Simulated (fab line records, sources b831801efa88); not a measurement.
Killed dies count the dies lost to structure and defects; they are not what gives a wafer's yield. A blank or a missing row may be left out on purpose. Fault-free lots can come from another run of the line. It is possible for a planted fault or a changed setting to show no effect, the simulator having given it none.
fab line records | flow sky130
record: lots: 6 wafers: 18 last_day: 50
route steps=708 shown LDD_HVP@287 LDD_LDN@289 PAD_OPEN@708
lots untouched by any fault: they come from a run of this same line in which no faults occurred
start_h: start of the lot's first displayed wafer, in hours after the record's first day | wait_h: time in hours since the lot's previous step | " same as the row above | L1.1+2: a single row standing in for several wafers | - no value, or no start was given | * or withheld: withheld | < > ~ a bound
route shown NAME@n: NAME is a module with steps in the file, n the number in the route of the first one | usual: mean and standard deviation over wafers with no fault | same: alike in all rows | chamber/n: place in a boat | sites: each site's reading | _std_site: the standard deviation of these | _edge_site: inner sites' mean taken away from outer sites' mean | radius_mm: for every site, how far away it sits from the centre of the wafer | mask NAME#n: copy n | behind: the last tool/chamber to shape the wafer | hold: cause of the lot's hold/its duration in hours/its outcome | device: whichever transistor did not switch (one of n, p or np) | end of line: tests run on the same wafers once the route is complete | step lacking rows: just its recipe | killed: count of dies lost to structure and defects at first sort (not the wafer's yield) | map: dies across one wafer; x = killed, . = not, _ = none there
set.NAME: the setting that was run; set.NAME@STEP: the one run at that earlier step | model.NAME: the simulator's own value behind a step, which no gauge read
lots seen at some steps along the route; tables by step, rows by wafer
services: a tool's chamber out of use, with start hour (start_h, from the record's first day; less than 0 if before it), hours out, and reason
== steps ==
step: SKY_LDD_HVP_STRIP_09
recipe: chemistry: O2/N2 power_w: 1400 pressure_mtorr: 1500 platen_temp_c: withheld o2_flow_sccm: 3000 n2_flow_sccm: 300 overash_fraction: 0.5
usual: drypump_motor_current_A: 5.6/0.46 oes_product_au: 0.408/0.0044 strip_time_to_endpoint_s: 4.139/0.013
columns lot.wafer tool chamber start_h wait_h drypump_motor_current_A oes_product_au rf_hours_counter_h strip_time_to_endpoint_s
L308.1 plasma_asher-02 0 485.75 0.1 5.2 0.412 5 4.151
L308.3 " 1 " " 5.5 0.403 - 4.129
L308.6 " 1 " " 5.6 0.402 - 4.156
L319.4 plasma_asher-03 0 587.37 0.1 6.0 0.404 - 4.129
L319.5 " 0 " " 6.0 0.414 - 4.132
L319.6 " 1 " " 6.0 0.409 - 4.111
L321.1 plasma_asher-04 1 602.99 0.1 5.2 0.412 77 4.119
L321.4 " 0 " " 6.3 0.411 - 4.131
L321.6 " 0 " " 6.3 0.407 - 4.135
L322.1 plasma_asher-03 0 627.89 0.1 6.0 0.414 96 4.160
L322.3 " 1 " " 6.0 0.409 - 4.155
L322.6 " 0 " " 6.0 0.412 - 4.145
L324.1 plasma_asher-02 0 634.80 0.1 5.2 0.404 21 4.138
L324.3 " 0 " " 5.2 0.413 - 4.153
L324.5 " 1 " " 5.5 0.405 - 4.131
L330.1 plasma_asher-03 0 672.03 0.1 6.0 0.408 100 4.131
L330.4 " 0 " " 6.0 0.411 - 4.150
L330.5 " 0 " " 6.0 0.415 - 4.138
step: SKY_LDD_HVP_TW_MEAS_10
usual: LDD_HVP_TW: 456/4.8
columns lot.wafer tool chamber start_h wait_h LDD_HVP_TW
L308.1 film_metro-01 - 485.85 0.1 459
L308.3 " - " " 456
L308.6 " - " " 458
L319.4 film_metro-03 - 587.47 0.1 451
L319.5 " - " " 454
L319.6 " - " " 453
L321.1 film_metro-01 - 603.09 0.1 458
L321.4 " - " " 458
L321.6 " - " " 456
L322.1 film_metro-03 - 627.99 0.1 450
L322.3 " - " " 450
L322.6 " - " " 449
L324.1 film_metro-03 - 634.90 0.1 453
L324.3 " - " " 449
L324.5 " - " " 449
L330.1 film_metro-03 - 672.13 0.1 450
L330.4 " - " " 455
L330.5 " - " " 452
step: SKY_LDD_LDN_DEHYDRATE_00
recipe: temp_c: 200 time_s: 60
step: SKY_LDD_LDN_HMDS_01
recipe: prime_time_s: 60 prime_temp_c: 120
step: SKY_LDD_LDN_COAT_02
recipe: resist: NOVOLAK spin_rpm: 3000 resist_thk_nm: 1140
step: SKY_LDD_LDN_SOFTBAKE_03
recipe: temp_c: 90 time_s: 60 resist: NOVOLAK
step: SKY_LDD_LDN_EXPOSE_04
recipe: mask_id: LDNTM na: 0.6 source_shape: conventional sigma_outer: 0.6 polarization: unpolarized target_cd_nm: 700 dose_mj: 140
step: SKY_LDD_LDN_PEB_05
recipe: temp_c: withheld time_s: * resist: NOVOLAK
step: SKY_LDD_LDN_DEVELOP_06
recipe: resist: NOVOLAK developer: TMAH develop_time_s: 60 dev_temp_c: 23
step: SKY_LDD_LDN_OVL_MEAS_07
usual: LDD_LDN_OVL: 0.6/1.4
columns lot.wafer tool chamber start_h wait_h LDD_LDN_OVL[nm]
L308.1 overlay-01 - 516.09 0.1 0.4
L308.3 " - " " 1.2
L308.6 " - " " 0.5
L319.4 overlay-01 - 615.58 0.1 1.2
L319.5 " - " " 0.4
L319.6 " - " " -0.4
L321.1 overlay-01 - 631.49 0.1 2.9
L321.4 " - " " 2.1
L321.6 " - " " 0.4
L322.1 overlay-01 - 655.99 0.1 0.9
L322.3 " - " " 1.5
L322.6 " - " " 0.0
L324.1 overlay-02 - 661.91 0.1 1.3
L324.3 " - " " 2.0
L324.5 " - " " -0.7
L330.1 overlay-02 - 699.99 0.1 0.4
L330.4 " - " " -0.7
L330.5 " - " " -1.5
step: SKY_LDD_LDN_IMPLANT_08
recipe: species: As energy_kev: 15 dose_cm2: 1.25e+13 tilt_deg: withheld rotation_deg: 23
step: SKY_LDD_LDN_IMPLANT_09
recipe: species: As energy_kev: 15 dose_cm2: 1.25e+13 tilt_deg: withheld rotation_deg: 113
step: SKY_LDD_LDN_IMPLANT_10
recipe: species: As energy_kev: 15 dose_cm2: 1.25e+13 tilt_deg: withheld rotation_deg: 203
usual: dose_ions_cm2: 1.2499e+13/1.4e+10 faraday_current_uA: 70.3/1.5 rotation_deg: 203.00/0.046
columns lot.wafer tool chamber start_h wait_h dose_ions_cm2 faraday_current_uA rotation_deg
L308.1 implanter-04 0 516.43 0.1 1.2485e+13 71.7 203.02
L308.3 " 0 " " 1.2491e+13 68.5 203.06
L308.6 " 0 " " 1.2517e+13 68.4 202.96
L319.4 implanter-01 0 615.97 0.1 1.2494e+13 71.6 202.89
L319.5 " 0 " " 1.2507e+13 70.5 203.03
L319.6 " 0 " " 1.2495e+13 72.8 202.96
L321.1 implanter-04 0 631.83 0.1 1.8972e+13 108.2 202.99
L321.4 " 0 " " 1.896e+13 110.7 203.01
L321.6 " 0 " " 1.8974e+13 105.6 203.01
L322.1 implanter-04 0 656.33 0.1 1.8962e+13 104.9 202.97
L322.3 " 0 " " 1.8981e+13 105.0 203.03
L322.6 " 0 " " 1.898e+13 104.3 202.91
L324.1 implanter-01 0 662.25 0.1 1.2512e+13 69.1 203.05
L324.3 " 0 " " 1.2516e+13 72.0 203.03
L324.5 " 0 " " 1.2505e+13 71.9 203.03
L330.1 implanter-03 0 700.32 0.1 1.2495e+13 70.3 202.92
L330.4 " 0 " " 1.2515e+13 71.5 203.02
L330.5 " 0 " " 1.2517e+13 71.6 202.99
step: SKY_LDD_LDN_IMPLANT_11
recipe: species: As energy_kev: 15 dose_cm2: 1.25e+13 tilt_deg: withheld rotation_deg: 293
step: SKY_LDD_LDN_STRIP_12
recipe: chemistry: O2/N2 power_w: 1400 pressure_mtorr: 1500 platen_temp_c: withheld o2_flow_sccm: 3000 n2_flow_sccm: 300 overash_fraction: 0.5
usual: drypump_motor_current_A: 5.9/0.4 oes_product_au: 0.716/0.0049 strip_time_to_endpoint_s: 14.18/0.04
columns lot.wafer tool chamber start_h wait_h drypump_motor_current_A oes_product_au rf_hours_counter_h strip_time_to_endpoint_s
L308.1 plasma_asher-02 0 516.73 0.1 5.2 0.712 9 14.10
L308.3 " 0 " " 5.2 0.721 - 14.13
L308.6 " 1 " " 5.5 0.714 - 14.10
L319.4 plasma_asher-01 0 616.23 0.1 5.7 0.719 - 14.16
L319.5 " 0 " " 5.7 0.721 - 14.11
L319.6 " 1 " " 6.5 0.724 - 14.13
L321.1 plasma_asher-01 0 632.13 0.1 5.7 0.708 52 14.15
L321.4 " 0 " " 5.7 0.721 - 14.19
L321.6 " 0 " " 5.7 0.718 - 14.15
L322.1 plasma_asher-01 1 656.63 0.1 6.6 0.711 55 14.21
L322.3 " 1 " " 6.5 0.709 - 14.16
L322.6 " 0 " " 5.7 0.720 - 14.13
L324.1 plasma_asher-03 0 662.55 0.1 6.0 0.719 99 14.17
L324.3 " 0 " " 6.0 0.716 - 14.15
L324.5 " 1 " " 6.0 0.711 - 14.20
L330.1 plasma_asher-01 1 700.62 0.1 6.5 0.716 59 14.19
L330.4 " 1 " " 6.5 0.717 - 14.21
L330.5 " 1 " " 6.5 0.711 - 14.20
step: SKY_LDD_LDN_TW_MEAS_13
usual: LDD_LDN_TW: 1486/14
columns lot.wafer tool chamber start_h wait_h LDD_LDN_TW
L308.1 film_metro-02 - 516.83 0.1 1495
L308.3 " - " " 1498
L308.6 " - " " 1493
L319.4 film_metro-03 - 616.33 0.1 1471
L319.5 " - " " 1471
L319.6 " - " " 1471
L321.1 film_metro-04 - 632.23 0.1 1559
L321.4 " - " " 1568
L321.6 " - " " 1553
L322.1 film_metro-03 - 656.73 0.1 1527
L322.3 " - " " 1537
L322.6 " - " " 1535
L324.1 film_metro-04 - 662.65 0.1 1498
L324.3 " - " " 1495
L324.5 " - " " 1500
L330.1 film_metro-03 - 700.72 0.1 1480
L330.4 " - " " 1487
L330.5 " - " " 1478
step: SKY_LDD_LDN_CLEAN_14
recipe: chemistry: SC1/SC2 mix: 1:4:20 temp_c: 70 time_s: 150 dry: n2_spin
step: SKY_PAD_OPEN_PROBE_99
usual: killed_at_M0_to_M3: 44/6.4 killed_at_M4_up: 3.4/2.1 killed_at_contacts: 23/5 killed_at_front_end: 15/4.5 killed_at_other: 0.3/0.54 killed_dies: 86/9.5 killed_open: 48/6.9 killed_short: 38/5.9
same: gross_dies: 492 killed_at_back_side: 0
columns lot.wafer tool chamber start_h wait_h killed_at_M0_to_M3 killed_at_M4_up killed_at_contacts killed_at_front_end killed_at_other killed_dies killed_open killed_short model.etest.tip_sonos.rs_ohm_sq
L308.1 prober-01 - 1069.01 0.1 45 4 18 18 0 85 50 34 2649
L308.3 prober-01 - 1069.11 0.2 49 4 22 21 2 98 46 50 2647
L308.6 prober-01 - 1069.26 0.2 37 0 20 12 1 70 38 31 2704
L319.4 prober-02 - 1134.56 0.2 40 3 22 22 0 87 43 44 2740
L319.5 prober-02 - 1134.61 0.2 30 2 25 10 1 68 33 35 2695
L319.6 prober-02 - 1134.66 0.2 43 2 34 14 0 93 52 40 2712
L321.1 prober-02 - 1147.58 0.1 55 6 28 17 1 107 67 38 2492
L321.4 prober-02 - 1147.73 0.2 59 4 19 19 0 101 52 47 2536
L321.6 prober-02 - 1147.83 0.2 56 2 19 27 0 104 48 56 2512
L322.1 prober-02 - 1163.70 0.1 42 4 11 23 0 80 36 42 2510
L322.3 prober-02 - 1163.80 0.2 36 3 17 15 0 71 40 31 2459
L322.6 prober-02 - 1163.95 0.2 42 3 18 16 0 79 43 36 2456
L324.1 prober-01 - 1166.01 0.1 46 3 28 16 1 94 51 41 2623
L324.3 prober-01 - 1166.11 0.2 36 1 25 15 0 77 42 34 2638
L324.5 prober-01 - 1166.21 0.2 55 2 26 14 1 98 62 35 2658
L330.1 prober-01 - 1190.05 0.1 44 5 16 16 1 82 45 37 2603
L330.4 prober-01 - 1190.20 0.2 48 6 23 7 1 85 53 32 2654
L330.5 prober-01 - 1190.25 0.2 33 1 27 19 0 80 45 35 2580
killed by level:class
L308.1 VIA1:geometric_particle:open=10 VIA2:geometric_particle:open=9 CONTACT:geometric_particle:open=7 POLY_GATE:geometric_particle:short=6 METAL1:geometric_particle:short=5 VIA3:geometric_particle:open=5 FIELD_ISO:geometric_particle:open=4 VIA1:geometric_particle:short=4
L308.3 VIA1:geometric_particle:open=10 METAL3:geometric_particle:short=8 POLY_GATE:geometric_particle:open=7 CONTACT:geometric_particle:open=7 METAL1:geometric_particle:short=6 VIA1:geometric_particle:short=6 LI_CONTACT:geometric_particle:short=5 LI_CONTACT:geometric_particle:open=5
L308.6 CONTACT:geometric_particle:open=9 VIA3:geometric_particle:open=7 VIA1:geometric_particle:open=6 METAL2:geometric_particle:short=6 FIELD_ISO:geometric_particle:open=5 METAL1:geometric_particle:short=5 LI_CONTACT:geometric_particle:open=3 LOCAL_INTERCONNECT:geometric_particle:short=3
L319.4 VIA1:geometric_particle:open=10 LI_CONTACT:geometric_particle:open=7 METAL1:geometric_particle:short=7 VIA3:geometric_particle:open=6 FIELD_ISO:geometric_particle:short=5 POLY_GATE:geometric_particle:short=5 VIA2:geometric_particle:open=5 CONTACT:geometric_particle:short=5
L319.5 CONTACT:geometric_particle:short=10 VIA1:geometric_particle:open=7 LI_CONTACT:geometric_particle:open=6 CONTACT:geometric_particle:open=5 VIA2:geometric_particle:open=5 VIA3:geometric_particle:short=4 VIA3:geometric_particle:open=4 POLY_GATE:geometric_particle:short=3
L319.6 CONTACT:geometric_particle:open=14 VIA3:geometric_particle:open=10 CONTACT:geometric_particle:short=8 VIA1:geometric_particle:open=7 VIA2:geometric_particle:open=6 LOCAL_INTERCONNECT:geometric_particle:short=5 VIA2:geometric_particle:short=5 POLY_GATE:geometric_particle:short=4
L321.1 CONTACT:geometric_particle:open=12 VIA3:geometric_particle:open=11 VIA1:geometric_particle:open=11 VIA2:geometric_particle:open=11 METAL2:geometric_particle:short=7 FIELD_ISO:geometric_particle:open=6 VIA2:geometric_particle:short=6 POLY_GATE:geometric_particle:open=5
L321.4 VIA1:geometric_particle:open=24 METAL2:geometric_particle:short=7 VIA3:geometric_particle:open=7 METAL1:geometric_particle:short=6 POLY_GATE:geometric_particle:short=6 LOCAL_INTERCONNECT:geometric_particle:short=5 CONTACT:geometric_particle:short=5 CONTACT:geometric_particle:open=5
L321.6 METAL1:geometric_particle:short=11 VIA1:geometric_particle:open=10 METAL2:geometric_particle:short=10 CONTACT:geometric_particle:open=7 POLY_GATE:geometric_particle:short=5 POLY_GATE:geometric_particle:open=4 VIA3:geometric_particle:open=4 VIA2:geometric_particle:open=4
L322.1 VIA1:geometric_particle:open=12 POLY_GATE:geometric_particle:short=9 METAL2:geometric_particle:short=9 POLY_GATE:geometric_particle:open=7 METAL1:geometric_particle:short=7 CONTACT:geometric_particle:open=4 VIA3:geometric_particle:open=4 FIELD_ISO:geometric_particle:short=3
L322.3 VIA1:geometric_particle:open=7 VIA3:geometric_particle:open=7 FIELD_ISO:geometric_particle:open=6 VIA2:geometric_particle:short=6 LI_CONTACT:geometric_particle:open=5 METAL2:geometric_particle:short=5 FIELD_ISO:geometric_particle:short=4 POLY_GATE:geometric_particle:open=4
L322.6 VIA1:geometric_particle:open=10 VIA2:geometric_particle:open=8 FIELD_ISO:geometric_particle:open=6 CONTACT:geometric_particle:open=6 VIA1:geometric_particle:short=5 VIA3:geometric_particle:short=5 FIELD_ISO:geometric_particle:short=4 POLY_GATE:geometric_particle:open=4
L324.1 VIA1:geometric_particle:open=13 LI_CONTACT:geometric_particle:open=9 CONTACT:geometric_particle:open=9 METAL2:geometric_particle:short=7 VIA3:geometric_particle:open=6 FIELD_ISO:geometric_particle:short=5 CONTACT:geometric_particle:short=5 VIA2:geometric_particle:open=5
L324.3 LI_CONTACT:geometric_particle:open=7 CONTACT:geometric_particle:open=7 FIELD_ISO:geometric_particle:open=6 VIA1:geometric_particle:open=6 METAL2:geometric_particle:short=6 CONTACT:geometric_particle:short=5 POLY_GATE:geometric_particle:short=4 VIA1:geometric_particle:short=4
L324.5 VIA1:geometric_particle:open=16 VIA2:geometric_particle:open=11 LI_CONTACT:geometric_particle:open=9 FIELD_ISO:geometric_particle:open=8 CONTACT:geometric_particle:open=7 VIA3:geometric_particle:open=7 LOCAL_INTERCONNECT:geometric_particle:short=5 VIA1:geometric_particle:short=5
L330.1 VIA1:geometric_particle:open=12 VIA3:geometric_particle:open=7 VIA2:geometric_particle:open=6 LOCAL_INTERCONNECT:geometric_particle:short=6 CONTACT:geometric_particle:open=5 POLY_GATE:geometric_particle:short=4 METAL4:geometric_particle:short=4 METAL3:geometric_particle:short=3
L330.4 CONTACT:geometric_particle:open=12 VIA1:geometric_particle:open=10 VIA2:geometric_particle:open=9 VIA3:geometric_particle:open=9 VIA1:geometric_particle:short=6 METAL2:geometric_particle:short=5 CONTACT:geometric_particle:short=4 METAL1:geometric_particle:short=4
L330.5 CONTACT:geometric_particle:open=10 LOCAL_INTERCONNECT:geometric_particle:short=8 VIA1:geometric_particle:open=8 VIA2:geometric_particle:open=8 FIELD_ISO:geometric_particle:short=6 VIA3:geometric_particle:open=5 CONTACT:geometric_particle:short=5 VIA1:geometric_particle:short=4
== services ==
columns tool chamber start_h hours kind
implanter-03 - 543.05 1.9 repair
implanter-01 - 555.95 2.3 repair
implanter-04 - 608.65 1.5 repair
plasma_asher-03 - 609.04 1.1 repair
implanter-01 - 632.75 1.8 repair
plasma_asher-03 - 646.50 1.6 repair
implanter-03 - 657.37 4.6 repair
plasma_asher-02 - 661.08 13.5 repair
plasma_asher-01 - 662.93 3.4 repair
implanter-04 - 665.48 5.5 repair
implanter-04 - 670.43 3.7 repair
plasma_asher-01 - 672.36 1.1 repair
plasma_asher-03 - 678.77 5.7 repair
== key ==
first_sign: step: SKY_LDD_LDN_IMPLANT_10 reading: dose_ions_cm2 direction: up sigmas: 99+ usual: * struck: *
effect: step: SKY_LDD_LDN_IMPLANT_10 reading: faraday_current_uA direction: up sigmas: 25 usual: 70.3 struck: 106.4
effect: step: SKY_LDD_LDN_TW_MEAS_13 reading: LDD_LDN_TW direction: up sigmas: 4.4 usual: 1486 struck: 1546
model_effect: step: SKY_PAD_OPEN_PROBE_99 value: etest.tip_sonos.rs_ohm_sq without: 2670 struck: 2494
met_at SKY_LDD_LDN_IMPLANT_10
struck_wafers L321.1,L321.4,L321.6,L322.1,L322.3,L322.6
tester_left_out L321,L322
onset_between 516.43 631.83
fault: kind: process_parameter_drift tool: implanter-04 chamber: - onset_h: 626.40 steps: SKY_LDD_LDN_IMPLANT_10 channel: dose_cm2 offset: * shape: step end_h: 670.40 acts_in: * stated: *
tester_left_out: of these lots the tester's yield and bins aren't shown, on N5 and GAA mostly nor the transistor test; their killed dies are dies lost to structure and defects alone, not to doping, threshold or leakage, so they don't give the yield
